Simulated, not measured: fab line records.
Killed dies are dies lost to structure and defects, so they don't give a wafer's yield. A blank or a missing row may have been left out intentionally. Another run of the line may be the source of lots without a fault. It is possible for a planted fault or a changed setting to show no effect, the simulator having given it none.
Commonality check across tools    flow gf180mcu    13 lots, 42 wafers sampled

== REASON IT WAS OPENED ==
At GF_MVPSD_TW_MEAS_11 the reading MVPSD_TW is flagged on 1 of 13 lots. Wafers without a fault read 552, standard deviation 4.
Rule: a lot is flagged in two cases, either no wafer of it has a number, or all its wafers with numbers fall more than 4 standard deviations from that mean. All remaining lots are regarded as sound.

lot   measured      on             MVPSD_TW, wafer by wafer  flag
L134  day 5 06:36   film metro-01  558 560 558               
L135  day 5 09:22   film metro-01  555 558 557               
L136  day 5 15:46   film metro-02  553 555 556               
L137  day 5 21:50   film metro-03  547 549 546               
L138  day 6 05:09   film metro-01  559 560 559               
L139  day 6 07:15   film metro-02  550 548 550               
L141  day 6 17:05   film metro-01  559 559 559               
L143  day 7 10:58   film metro-02  551 552 553               
L144  day 7 13:11   film metro-03  549 554 553               
L145  day 7 15:55   film metro-03  550 554 554               
L149  day 8 19:02   film metro-02  551 550 552               
L154  day 10 00:30  film metro-02  553 550 551               
L156  day 10 12:18  film metro-03  30 30 30 30 30 30         FLAGGED
Flagged lots average 30: -522 relative to the usual, that is -99 or more standard deviations.

== EACH LOT AND THE TOOL IT RAN ON ==
The record keeps 1 process step preceding the reading, out of 602 steps on the route. Cell contents, in order: the tool; ch with the chambers the sampled wafers went through; the start.
lot   flag     GF_MVPSD_EXPOSE_04
L134           iline stepper-02 ch 0, day 4 23:12
L135           iline stepper-01 ch 0, day 5 02:05
L136           iline stepper-02 ch 0, day 5 08:40
L137           iline stepper-02 ch 0, day 5 14:18
L138           iline stepper-01 ch 0, day 5 21:50
L139           iline stepper-01 ch 0, day 5 23:55
L141           iline stepper-02 ch 0, day 6 08:59
L143           iline stepper-02 ch 0, day 7 02:53
L144           iline stepper-02 ch 0, day 7 04:43
L145           iline stepper-02 ch 0, day 7 07:56
L149           iline stepper-02 ch 0, day 8 10:12
L154           iline stepper-02 ch 0, day 9 15:31
L156  FLAGGED  iline stepper-01 ch 0, day 10 03:21
What these steps do:
- GF_MVPSD_EXPOSE_04: exposes mask MVPSD, target cd 1000 nm.
- GF_MVPSD_TW_MEAS_11

== FLAGGED OVER TOTAL, TOOL BY TOOL (the gauges that took the reading come last) ==
step                 tool              lots run  flagged  share of the flagged lots  sound lots run after its first flagged lot
GF_MVPSD_EXPOSE_04   iline stepper-01  4         1        all                        0
GF_MVPSD_EXPOSE_04   iline stepper-02  9         0        none                       -
GF_MVPSD_TW_MEAS_11  film metro-01     4         0        none                       -
GF_MVPSD_TW_MEAS_11  film metro-02     5         0        none                       -
GF_MVPSD_TW_MEAS_11  film metro-03     4         1        all                        0

== WHAT IS ALLOWED BY THE TABLE ==
In 2 table rows, all flagged lots were run: iline stepper-01 (GF_MVPSD_EXPOSE_04), film metro-03 (GF_MVPSD_TW_MEAS_11).
- iline stepper-01 at GF_MVPSD_EXPOSE_04 ran 4 lots, 1 of them flagged. A fault beginning between L139 (day 5 23:55), its last sound lot, and L156 (day 10 03:21), its first flagged one, fits the data.
- film metro-03 at GF_MVPSD_TW_MEAS_11 ran 4 lots, 1 of them flagged. A fault beginning between L145 (day 7 15:55), its last sound lot, and L156 (day 10 12:18), its first flagged one, fits the data.
Because each of these 2 tools fits a fault that began at some hour, counting lots does not separate them. More lots, or a look at what each step does to the wafer, might.

== WHAT THE SIMULATOR PUT IN ==
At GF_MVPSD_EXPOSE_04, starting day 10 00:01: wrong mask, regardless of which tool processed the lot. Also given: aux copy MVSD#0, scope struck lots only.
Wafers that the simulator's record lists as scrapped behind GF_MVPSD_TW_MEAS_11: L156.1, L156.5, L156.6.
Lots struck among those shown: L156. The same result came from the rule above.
